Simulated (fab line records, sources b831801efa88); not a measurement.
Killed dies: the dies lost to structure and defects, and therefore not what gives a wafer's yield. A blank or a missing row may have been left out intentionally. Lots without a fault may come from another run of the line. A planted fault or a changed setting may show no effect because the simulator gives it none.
fab line records / flow gf180mcu
record lots=7 wafers=21 last-day=34
route steps=602 shown M2@381 V2@382
lots that met no fault: from a run of the same line without faults
start-h: hours from the record's first day to the start of the lot's first wafer shown / wait-h: how many hours have passed since the lot's step before this one / " repeats the value in the row above / L1.1+2: a row that stands for several wafers / - no value, or no start given / * or withheld: withheld / < > ~ a bound
route shown NAME@n: a module of which the file shows steps, and the number in the route of the first / usual: mean/standard deviation taken from wafers without a fault / same: alike in all rows / chamber/n: place in a boat / sites: per-site readings / _std_site: the values' standard deviation / _edge_site: mean of outer sites minus mean of inner sites / radius-mm: how far each site lies from the wafer's centre / mask NAME#n: copy n / behind: the most recent tool/chamber to have shaped the wafer / hold: why the lot was held/for how many hours/how that ended / device: transistor that didn't switch, given as n, p or np / end of line: the route-end tests of the same wafers / a step without rows: its recipe alone / killed: dies that structure and defects cost at the first sort, which is not the same as the wafer's yield / map: per-die view of a wafer (x killed, . not killed, _ where there is no die)
set.NAME: setting as actually run; set.NAME@STEP: the setting as run at that earlier step / model.NAME: the simulator's own value behind a step, which no gauge read
certain route steps with their lots: each step a table, each wafer a row
services: the hour from which a tool's chamber was out of use, counted from the record's first day as start-h (under 0 if before that day), plus the number of hours and why
## steps
# step GF_M2_CLEAN_19
# recipe chemistry=DIW dry=n2-spin
# step GF_V2_CVD_00
# recipe material=SiO2 target-thk-nm=600 sigma-open-frac=0.3 temp-c=400 time-s=100 sih4-flow-sccm=60 pressure-mtorr=6
# step GF_V2_THK_MEAS_01
# recipe reads=SiO2_of_V2_CVD_00
# usual V2_CVD_00_THK=603/9.4
lot.wafer=L232.1 tool=film-metro-02 chamber=- start-h=458.91 wait-h=0.0 V2_CVD_00_THK[nm]=601
lot.wafer=L232.3 tool=film-metro-02 chamber=- start-h=458.91 wait-h=0.0 V2_CVD_00_THK[nm]=614
lot.wafer=L232.4 tool=film-metro-02 chamber=- start-h=458.91 wait-h=0.0 V2_CVD_00_THK[nm]=598
lot.wafer=L237.3 tool=film-metro-01 chamber=- start-h=505.04 wait-h=0.1 V2_CVD_00_THK[nm]=610
lot.wafer=L237.4 tool=film-metro-01 chamber=- start-h=505.04 wait-h=0.1 V2_CVD_00_THK[nm]=616
lot.wafer=L237.5 tool=film-metro-01 chamber=- start-h=505.04 wait-h=0.1 V2_CVD_00_THK[nm]=605
lot.wafer=L243.3 tool=film-metro-01 chamber=- start-h=555.02 wait-h=0.1 V2_CVD_00_THK[nm]=614
lot.wafer=L243.4 tool=film-metro-01 chamber=- start-h=555.02 wait-h=0.1 V2_CVD_00_THK[nm]=609
lot.wafer=L243.6 tool=film-metro-01 chamber=- start-h=555.02 wait-h=0.1 V2_CVD_00_THK[nm]=612
lot.wafer=L244.4 tool=film-metro-01 chamber=- start-h=562.13 wait-h=0.0 V2_CVD_00_THK[nm]=605
lot.wafer=L244.5 tool=film-metro-01 chamber=- start-h=562.13 wait-h=0.0 V2_CVD_00_THK[nm]=614
lot.wafer=L244.6 tool=film-metro-01 chamber=- start-h=562.13 wait-h=0.0 V2_CVD_00_THK[nm]=603
lot.wafer=L245.1 tool=film-metro-02 chamber=- start-h=566.66 wait-h=0.0 V2_CVD_00_THK[nm]=588
lot.wafer=L245.2 tool=film-metro-02 chamber=- start-h=566.66 wait-h=0.0 V2_CVD_00_THK[nm]=584
lot.wafer=L245.6 tool=film-metro-02 chamber=- start-h=566.66 wait-h=0.0 V2_CVD_00_THK[nm]=585
lot.wafer=L252.1 tool=film-metro-02 chamber=- start-h=618.41 wait-h=0.0 V2_CVD_00_THK[nm]=608
lot.wafer=L252.2 tool=film-metro-02 chamber=- start-h=618.41 wait-h=0.0 V2_CVD_00_THK[nm]=616
lot.wafer=L252.6 tool=film-metro-02 chamber=- start-h=618.41 wait-h=0.0 V2_CVD_00_THK[nm]=610
lot.wafer=L253.1 tool=film-metro-04 chamber=- start-h=626.23 wait-h=0.0 V2_CVD_00_THK[nm]=599
lot.wafer=L253.4 tool=film-metro-04 chamber=- start-h=626.23 wait-h=0.0 V2_CVD_00_THK[nm]=592
lot.wafer=L253.6 tool=film-metro-04 chamber=- start-h=626.23 wait-h=0.0 V2_CVD_00_THK[nm]=598
# step GF_V2_CVD_02
# recipe material=SiO2 target-thk-nm=850 precursor=TEOS temp-c=400 time-s=94.851 rf-w=600
# usual heater-power-w=679/73
lot.wafer=L232.1 tool=pecvd-03 chamber=2 start-h=458.97 wait-h=0.1 heater-power-w=737
lot.wafer=L232.3 tool=pecvd-03 chamber=1 start-h=458.97 wait-h=0.1 heater-power-w=646
lot.wafer=L232.4 tool=pecvd-03 chamber=2 start-h=458.97 wait-h=0.1 heater-power-w=601
lot.wafer=L237.3 tool=pecvd-03 chamber=2 start-h=505.08 wait-h=0.0 heater-power-w=699
lot.wafer=L237.4 tool=pecvd-03 chamber=1 start-h=505.08 wait-h=0.0 heater-power-w=542
lot.wafer=L237.5 tool=pecvd-03 chamber=0 start-h=505.08 wait-h=0.0 heater-power-w=688
lot.wafer=L243.3 tool=pecvd-02 chamber=1 start-h=555.06 wait-h=0.0 heater-power-w=706
lot.wafer=L243.4 tool=pecvd-02 chamber=0 start-h=555.06 wait-h=0.0 heater-power-w=696
lot.wafer=L243.6 tool=pecvd-02 chamber=2 start-h=555.06 wait-h=0.0 heater-power-w=782
lot.wafer=L244.4 tool=pecvd-03 chamber=2 start-h=562.20 wait-h=0.1 heater-power-w=663
lot.wafer=L244.5 tool=pecvd-03 chamber=0 start-h=562.20 wait-h=0.1 heater-power-w=658
lot.wafer=L244.6 tool=pecvd-03 chamber=1 start-h=562.20 wait-h=0.1 heater-power-w=547
lot.wafer=L245.1 tool=pecvd-02 chamber=1 start-h=566.72 wait-h=0.1 heater-power-w=679
lot.wafer=L245.2 tool=pecvd-02 chamber=2 start-h=566.72 wait-h=0.1 heater-power-w=741
lot.wafer=L245.6 tool=pecvd-02 chamber=1 start-h=566.72 wait-h=0.1 heater-power-w=709
lot.wafer=L252.1 tool=pecvd-01 chamber=0 start-h=618.47 wait-h=0.1 heater-power-w=563
lot.wafer=L252.2 tool=pecvd-01 chamber=2 start-h=618.47 wait-h=0.1 heater-power-w=856
lot.wafer=L252.6 tool=pecvd-01 chamber=1 start-h=618.47 wait-h=0.1 heater-power-w=590
lot.wafer=L253.1 tool=pecvd-03 chamber=2 start-h=626.29 wait-h=0.1 heater-power-w=666
lot.wafer=L253.4 tool=pecvd-03 chamber=1 start-h=626.29 wait-h=0.1 heater-power-w=659
lot.wafer=L253.6 tool=pecvd-03 chamber=0 start-h=626.29 wait-h=0.1 heater-power-w=541
# step GF_V2_THK_MEAS_03
# recipe reads=SiO2_of_V2_CVD_02
# usual V2_CVD_02_THK=852/11
lot.wafer=L232.1 tool=film-metro-01 chamber=- start-h=459.04 wait-h=0.0 V2_CVD_02_THK[nm]=855
lot.wafer=L232.3 tool=film-metro-01 chamber=- start-h=459.04 wait-h=0.0 V2_CVD_02_THK[nm]=849
lot.wafer=L232.4 tool=film-metro-01 chamber=- start-h=459.04 wait-h=0.0 V2_CVD_02_THK[nm]=867
lot.wafer=L237.3 tool=film-metro-04 chamber=- start-h=505.17 wait-h=0.1 V2_CVD_02_THK[nm]=852
lot.wafer=L237.4 tool=film-metro-04 chamber=- start-h=505.17 wait-h=0.1 V2_CVD_02_THK[nm]=850
lot.wafer=L237.5 tool=film-metro-04 chamber=- start-h=505.17 wait-h=0.1 V2_CVD_02_THK[nm]=846
lot.wafer=L243.3 tool=film-metro-04 chamber=- start-h=555.15 wait-h=0.1 V2_CVD_02_THK[nm]=849
lot.wafer=L243.4 tool=film-metro-04 chamber=- start-h=555.15 wait-h=0.1 V2_CVD_02_THK[nm]=872
lot.wafer=L243.6 tool=film-metro-04 chamber=- start-h=555.15 wait-h=0.1 V2_CVD_02_THK[nm]=858
lot.wafer=L244.4 tool=film-metro-02 chamber=- start-h=562.26 wait-h=0.0 V2_CVD_02_THK[nm]=869
lot.wafer=L244.5 tool=film-metro-02 chamber=- start-h=562.26 wait-h=0.0 V2_CVD_02_THK[nm]=848
lot.wafer=L244.6 tool=film-metro-02 chamber=- start-h=562.26 wait-h=0.0 V2_CVD_02_THK[nm]=853
lot.wafer=L245.1 tool=film-metro-01 chamber=- start-h=566.79 wait-h=0.0 V2_CVD_02_THK[nm]=853
lot.wafer=L245.2 tool=film-metro-01 chamber=- start-h=566.79 wait-h=0.0 V2_CVD_02_THK[nm]=851
lot.wafer=L245.6 tool=film-metro-01 chamber=- start-h=566.79 wait-h=0.0 V2_CVD_02_THK[nm]=862
lot.wafer=L252.1 tool=film-metro-01 chamber=- start-h=618.54 wait-h=0.0 V2_CVD_02_THK[nm]=832
lot.wafer=L252.2 tool=film-metro-01 chamber=- start-h=618.54 wait-h=0.0 V2_CVD_02_THK[nm]=851
lot.wafer=L252.6 tool=film-metro-01 chamber=- start-h=618.54 wait-h=0.0 V2_CVD_02_THK[nm]=857
lot.wafer=L253.1 tool=film-metro-02 chamber=- start-h=626.36 wait-h=0.0 V2_CVD_02_THK[nm]=848
lot.wafer=L253.4 tool=film-metro-02 chamber=- start-h=626.36 wait-h=0.0 V2_CVD_02_THK[nm]=844
lot.wafer=L253.6 tool=film-metro-02 chamber=- start-h=626.36 wait-h=0.0 V2_CVD_02_THK[nm]=838
# step GF_V2_CMP_04
# recipe material=SiO2 down-force-psi=4 platen-rpm=60 pad-velocity-m-s=0.94248
# usual motor-current-A=11.9/0.71 time-to-endpoint-s=82/7.3
lot.wafer=L232.3 tool=cmp-02 chamber=1 start-h=459.15 wait-h=0.1 motor-current-A=11.6 time-to-endpoint-s=84
lot.wafer=L232.1 tool=cmp-02 chamber=2 start-h=459.15 wait-h=0.1 motor-current-A=11.6 time-to-endpoint-s=89
lot.wafer=L232.4 tool=cmp-02 chamber=3 start-h=459.15 wait-h=0.1 motor-current-A=10.7 time-to-endpoint-s=92
lot.wafer=L237.3 tool=cmp-01 chamber=1 start-h=505.21 wait-h=0.0 motor-current-A=11.1 time-to-endpoint-s=77
lot.wafer=L237.4 tool=cmp-01 chamber=2 start-h=505.21 wait-h=0.0 motor-current-A=12.3 time-to-endpoint-s=82
lot.wafer=L237.5 tool=cmp-01 chamber=2 start-h=505.21 wait-h=0.0 motor-current-A=13.4 time-to-endpoint-s=83
lot.wafer=L243.4 tool=cmp-01 chamber=2 start-h=555.24 wait-h=0.1 motor-current-A=12.2 time-to-endpoint-s=94
lot.wafer=L243.3 tool=cmp-01 chamber=3 start-h=555.24 wait-h=0.1 motor-current-A=11.3 time-to-endpoint-s=83
lot.wafer=L243.6 tool=cmp-01 chamber=2 start-h=555.24 wait-h=0.1 motor-current-A=12.3 time-to-endpoint-s=88
lot.wafer=L244.4 tool=cmp-01 chamber=1 start-h=562.29 wait-h=0.0 motor-current-A=10.6 time-to-endpoint-s=80
lot.wafer=L244.5 tool=cmp-01 chamber=1 start-h=562.29 wait-h=0.0 motor-current-A=11.3 time-to-endpoint-s=72
lot.wafer=L244.6 tool=cmp-01 chamber=2 start-h=562.29 wait-h=0.0 motor-current-A=12.4 time-to-endpoint-s=83
lot.wafer=L245.1 tool=cmp-01 chamber=2 start-h=566.85 wait-h=0.1 motor-current-A=13.0 time-to-endpoint-s=83
lot.wafer=L245.2 tool=cmp-01 chamber=3 start-h=566.85 wait-h=0.1 motor-current-A=11.8 time-to-endpoint-s=79
lot.wafer=L245.6 tool=cmp-01 chamber=2 start-h=566.85 wait-h=0.1 motor-current-A=12.7 time-to-endpoint-s=89
lot.wafer=L252.1 tool=cmp-02 chamber=1 start-h=618.60 wait-h=0.1 motor-current-A=10.8 time-to-endpoint-s=82
lot.wafer=L252.2 tool=cmp-02 chamber=3 start-h=618.60 wait-h=0.1 motor-current-A=11.9 time-to-endpoint-s=86
lot.wafer=L252.6 tool=cmp-02 chamber=1 start-h=618.60 wait-h=0.1 motor-current-A=12.4 time-to-endpoint-s=94
lot.wafer=L253.1 tool=cmp-01 chamber=3 start-h=626.42 wait-h=0.1 motor-current-A=11.2 time-to-endpoint-s=76
lot.wafer=L253.4 tool=cmp-01 chamber=2 start-h=626.42 wait-h=0.1 motor-current-A=12.5 time-to-endpoint-s=78
lot.wafer=L253.6 tool=cmp-01 chamber=3 start-h=626.42 wait-h=0.1 motor-current-A=11.7 time-to-endpoint-s=75
# step GF_V2_BOW_MEAS_05
# recipe mode=bow
# usual V2_BOW=98/8.1
lot.wafer=L232.1 tool=film-metro-04 chamber=- start-h=459.40 wait-h=0.1 V2_BOW[um]=91
lot.wafer=L232.3 tool=film-metro-04 chamber=- start-h=459.40 wait-h=0.1 V2_BOW[um]=98
lot.wafer=L232.4 tool=film-metro-04 chamber=- start-h=459.40 wait-h=0.1 V2_BOW[um]=104
lot.wafer=L237.3 tool=film-metro-04 chamber=- start-h=505.55 wait-h=0.3 V2_BOW[um]=90
lot.wafer=L237.4 tool=film-metro-04 chamber=- start-h=505.55 wait-h=0.3 V2_BOW[um]=93
lot.wafer=L237.5 tool=film-metro-04 chamber=- start-h=505.55 wait-h=0.3 V2_BOW[um]=110
lot.wafer=L243.3 tool=film-metro-01 chamber=- start-h=555.53 wait-h=0.2 V2_BOW[um]=91
lot.wafer=L243.4 tool=film-metro-01 chamber=- start-h=555.53 wait-h=0.2 V2_BOW[um]=97
lot.wafer=L243.6 tool=film-metro-01 chamber=- start-h=555.53 wait-h=0.2 V2_BOW[um]=94
lot.wafer=L244.4 tool=film-metro-04 chamber=- start-h=562.65 wait-h=0.3 V2_BOW[um]=106
lot.wafer=L244.5 tool=film-metro-04 chamber=- start-h=562.65 wait-h=0.3 V2_BOW[um]=85
lot.wafer=L244.6 tool=film-metro-04 chamber=- start-h=562.65 wait-h=0.3 V2_BOW[um]=93
lot.wafer=L245.1 tool=film-metro-04 chamber=- start-h=567.15 wait-h=0.2 V2_BOW[um]=93
lot.wafer=L245.2 tool=film-metro-04 chamber=- start-h=567.15 wait-h=0.2 V2_BOW[um]=106
lot.wafer=L245.6 tool=film-metro-04 chamber=- start-h=567.15 wait-h=0.2 V2_BOW[um]=97
lot.wafer=L252.1 tool=film-metro-04 chamber=- start-h=618.90 wait-h=0.2 V2_BOW[um]=98
lot.wafer=L252.2 tool=film-metro-04 chamber=- start-h=618.90 wait-h=0.2 V2_BOW[um]=105
lot.wafer=L252.6 tool=film-metro-04 chamber=- start-h=618.90 wait-h=0.2 V2_BOW[um]=85
lot.wafer=L253.1 tool=film-metro-04 chamber=- start-h=626.72 wait-h=0.2 V2_BOW[um]=82
lot.wafer=L253.4 tool=film-metro-04 chamber=- start-h=626.72 wait-h=0.2 V2_BOW[um]=95
lot.wafer=L253.6 tool=film-metro-04 chamber=- start-h=626.72 wait-h=0.2 V2_BOW[um]=81
# step GF_V2_DEHYDRATE_06
# recipe temp-c=200 time-s=60
# step GF_V2_HMDS_07
# recipe prime-time-s=60 prime-temp-c=120
# step GF_V2_COAT_08
# recipe resist=BARC temp-c=withheld time-s=withheld spin-rpm=withheld resist-thk-nm=withheld
# step GF_V2_COAT_09
# recipe resist=KrF spin-rpm=withheld resist-thk-nm=1000
# step GF_V2_SOFTBAKE_10
# recipe temp-c=130 time-s=60 resist=KrF
# step GF_V2_EXPOSE_11
# recipe mask-id=Via2 target-cd-nm=260 na=0.68 source-shape=conventional sigma-outer=0.6 dose-mj=38
# usual exposure-dose-mJ-cm2=37.93/0.037 focus-offset-nm=0.0/0.52
lot.wafer=L232.1 tool=krf-scanner-01 chamber=0 start-h=471.36 wait-h=- mask=Via2#0 exposure-dose-mJ-cm2=37.94 focus-offset-nm=0.4
lot.wafer=L232.3 tool=krf-scanner-01 chamber=0 start-h=471.36 wait-h=- mask=Via2#0 exposure-dose-mJ-cm2=37.93 focus-offset-nm=-0.4
lot.wafer=L232.4 tool=krf-scanner-01 chamber=0 start-h=471.36 wait-h=- mask=Via2#0 exposure-dose-mJ-cm2=37.90 focus-offset-nm=-0.1
lot.wafer=L237.3 tool=krf-scanner-02 chamber=0 start-h=517.35 wait-h=- mask=Via2#0 exposure-dose-mJ-cm2=37.89 focus-offset-nm=-0.2
lot.wafer=L237.4 tool=krf-scanner-02 chamber=0 start-h=517.35 wait-h=- mask=Via2#0 exposure-dose-mJ-cm2=37.97 focus-offset-nm=-0.7
lot.wafer=L237.5 tool=krf-scanner-02 chamber=0 start-h=517.35 wait-h=- mask=Via2#0 exposure-dose-mJ-cm2=37.97 focus-offset-nm=0.2
lot.wafer=L243.3 tool=krf-scanner-02 chamber=- start-h=566.64 wait-h=- mask=Via2#0 exposure-dose-mJ-cm2=- focus-offset-nm=-
lot.wafer=L243.4 tool=krf-scanner-02 chamber=- start-h=566.64 wait-h=- mask=Via2#0 exposure-dose-mJ-cm2=- focus-offset-nm=-
lot.wafer=L243.6 tool=krf-scanner-02 chamber=- start-h=566.64 wait-h=- mask=Via2#0 exposure-dose-mJ-cm2=- focus-offset-nm=-
lot.wafer=L244.4 tool=krf-scanner-01 chamber=- start-h=574.17 wait-h=- mask=Via2#0 exposure-dose-mJ-cm2=- focus-offset-nm=-
lot.wafer=L244.5 tool=krf-scanner-01 chamber=- start-h=574.17 wait-h=- mask=Via2#0 exposure-dose-mJ-cm2=- focus-offset-nm=-
lot.wafer=L244.6 tool=krf-scanner-01 chamber=- start-h=574.17 wait-h=- mask=Via2#0 exposure-dose-mJ-cm2=- focus-offset-nm=-
lot.wafer=L245.1 tool=krf-scanner-02 chamber=- start-h=578.35 wait-h=- mask=Via2#0 exposure-dose-mJ-cm2=- focus-offset-nm=-
lot.wafer=L245.2 tool=krf-scanner-02 chamber=- start-h=578.35 wait-h=- mask=Via2#0 exposure-dose-mJ-cm2=- focus-offset-nm=-
lot.wafer=L245.6 tool=krf-scanner-02 chamber=- start-h=578.35 wait-h=- mask=Via2#0 exposure-dose-mJ-cm2=- focus-offset-nm=-
lot.wafer=L252.1 tool=krf-scanner-02 chamber=0 start-h=629.23 wait-h=- mask=Via2#0 exposure-dose-mJ-cm2=37.95 focus-offset-nm=-0.2
lot.wafer=L252.2 tool=krf-scanner-02 chamber=0 start-h=629.23 wait-h=- mask=Via2#0 exposure-dose-mJ-cm2=37.95 focus-offset-nm=0.2
lot.wafer=L252.6 tool=krf-scanner-02 chamber=0 start-h=629.23 wait-h=- mask=Via2#0 exposure-dose-mJ-cm2=37.93 focus-offset-nm=-0.6
lot.wafer=L253.1 tool=krf-scanner-01 chamber=0 start-h=636.96 wait-h=- mask=Via2#0 exposure-dose-mJ-cm2=37.94 focus-offset-nm=0.2
lot.wafer=L253.4 tool=krf-scanner-01 chamber=0 start-h=636.96 wait-h=- mask=Via2#0 exposure-dose-mJ-cm2=37.91 focus-offset-nm=-0.1
lot.wafer=L253.6 tool=krf-scanner-01 chamber=0 start-h=636.96 wait-h=- mask=Via2#0 exposure-dose-mJ-cm2=37.90 focus-offset-nm=0.0
# step GF_V2_PEB_12
# recipe peb-temp-c=135 peb-time-s=90 resist=KrF
## services
tool=cmp-02 chamber=- start-h=438.51 hours=3.4 kind=repair
tool=pecvd-02 chamber=- start-h=449.30 hours=2.8 kind=pm
tool=krf-scanner-01 chamber=- start-h=449.56 hours=0.8 kind=pm
tool=krf-scanner-01 chamber=- start-h=456.39 hours=0.8 kind=pm
tool=cmp-01 chamber=- start-h=464.46 hours=3.4 kind=repair
tool=krf-scanner-02 chamber=- start-h=470.77 hours=1.3 kind=pm
tool=pecvd-01 chamber=- start-h=495.54 hours=2.8 kind=repair
tool=pecvd-01 chamber=2 start-h=498.72 hours=5.3 kind=repair
tool=krf-scanner-02 chamber=- start-h=512.41 hours=0.2 kind=repair
tool=cmp-02 chamber=- start-h=513.87 hours=15.4 kind=pm
tool=cmp-01 chamber=- start-h=520.54 hours=1.5 kind=repair
tool=pecvd-03 chamber=0 start-h=527.50 hours=7.4 kind=repair
tool=krf-scanner-02 chamber=- start-h=531.69 hours=0.8 kind=pm
tool=pecvd-02 chamber=1 start-h=535.84 hours=8.5 kind=repair
tool=krf-scanner-02 chamber=- start-h=564.25 hours=1.0 kind=pm
tool=krf-scanner-01 chamber=- start-h=566.00 hours=1.2 kind=repair
tool=cmp-01 chamber=- start-h=572.00 hours=4.0 kind=pm
tool=krf-scanner-01 chamber=- start-h=574.23 hours=1.0 kind=pm
tool=krf-scanner-01 chamber=- start-h=587.62 hours=4.4 kind=pm
tool=krf-scanner-02 chamber=- start-h=604.27 hours=0.2 kind=repair
tool=krf-scanner-01 chamber=- start-h=605.78 hours=1.3 kind=pm
tool=krf-scanner-01 chamber=- start-h=618.36 hours=0.8 kind=pm
tool=pecvd-03 chamber=- start-h=627.06 hours=1.0 kind=repair
tool=cmp-02 chamber=- start-h=635.91 hours=3.6 kind=pm
## key
first-sign step=GF_V2_EXPOSE_11 reading=tool-record direction=missing
effect none on later readings
met-at GF_V2_EXPOSE_11
struck-wafers L243.3,L243.4,L243.6,L244.4,L244.5,L244.6,L245.1,L245.2,L245.6
later-rows-left-out L243.3,L243.4,L243.6,L244.4,L244.5,L244.6,L245.1,L245.2,L245.6
sort-left-out L243.3,L243.4,L243.6,L244.4,L244.5,L244.6,L245.1,L245.2,L245.6
onset-between 517.35 566.64
fault kind=skipped-step-whole tool=krf-scanner-01,krf-scanner-02 chamber=- onset-h=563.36 steps=GF_V2_EXPOSE_11 scope=struck-lots-only
# sort-left-out: the simulated sort isn't trusted on such a fault, so these wafers' sort isn't shown, and their yield isn't known
# later-rows-left-out: the simulator's readings of these wafers behind a module that went badly wrong aren't trusted and aren't shown, but for the sort
